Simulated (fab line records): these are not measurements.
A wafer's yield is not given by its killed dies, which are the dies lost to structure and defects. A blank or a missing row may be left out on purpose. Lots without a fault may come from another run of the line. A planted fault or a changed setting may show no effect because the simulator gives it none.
2 desks, one fault | flow sfqLine | only its own numbers are on each desk; what lay behind them is given at the end

## DESK OF THE TOOL OWNER: lithoTrack-02
The tool's own readings at SFQ_TRILAYER_I4_VIA_LITHO_PEB_106 (peb time 60 s): means of the sampled wafers that have a number, for each lot that ran on this tool. Marked OUT: a lot whose mean sits more than 4 standard deviations from the usual mean, which makes it out of limits; the brackets give that distance.
Columns: A = heaterPowerTotalW at SFQ_TRILAYER_I4_VIA_LITHO_PEB_106, usual 79.15 W
lot  | first seen here | A
L967 | day 51 08:06    | 79.14
L976 | day 54 23:10    | 82.74 (+52) OUT
L978 | day 55 01:34    | 80.97 (+26) OUT
L979 | day 55 05:52    | 80.99 (+27) OUT
This desk finds L976, L978, L979 out of limits, L976 being first, at day 54 23:10 (heaterPowerTotalW at SFQ_TRILAYER_I4_VIA_LITHO_PEB_106). L967 stayed within limits.

## FROM THE METROLOGY DESK
Lot by lot, what the gauges showed, no matter which tool ran the lot: averages of those sampled wafers that carry a number. Marked OUT: a lot whose mean sits more than 4 standard deviations from the usual mean, which makes it out of limits; the brackets give that distance.
Columns: A = I4_BOW at SFQ_I4_BOW_MEAS_927, usual 5 um; B = I4_OVL at SFQ_I4_OVL_MEAS_928, usual 4 nm
lot  | first seen here | A  | B
L967 | day 45 08:19    | 15 | 2
L971 | day 52 13:43    | 0  | 2
L976 | day 54 04:42    | 22 | 6
L978 | day 54 08:30    | 1  | 6
L979 | day 54 11:28    | 16 | -1
L984 | day 54 22:43    | -6 | 10
L985 | day 55 01:42    | 6  | 6
Result from this desk: across the 7 lots, nothing is out of limits.

## BROUGHT TOGETHER
The tool owner's desk had the chance to raise an alarm at day 54 23:10 on L976, L978, L979.
Nothing out of limits was seen by the metrology desk.
The metrology desk has L976, L978, L979 on record, within its limits.
Every lot named ran SFQ_TRILAYER_I4_VIA_LITHO_PEB_106 on lithoTrack-02.

## WHAT THE SIMULATOR HAD INSERTED
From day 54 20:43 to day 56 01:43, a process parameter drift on lithoTrack-02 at SFQ_TRILAYER_I4_VIA_LITHO_PEB_106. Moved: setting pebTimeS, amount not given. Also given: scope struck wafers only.
Lots struck among those shown: L976, L978, L979.
Hours from the fault's start to each desk's first reading out of limits: the tool owner's desk, 2.
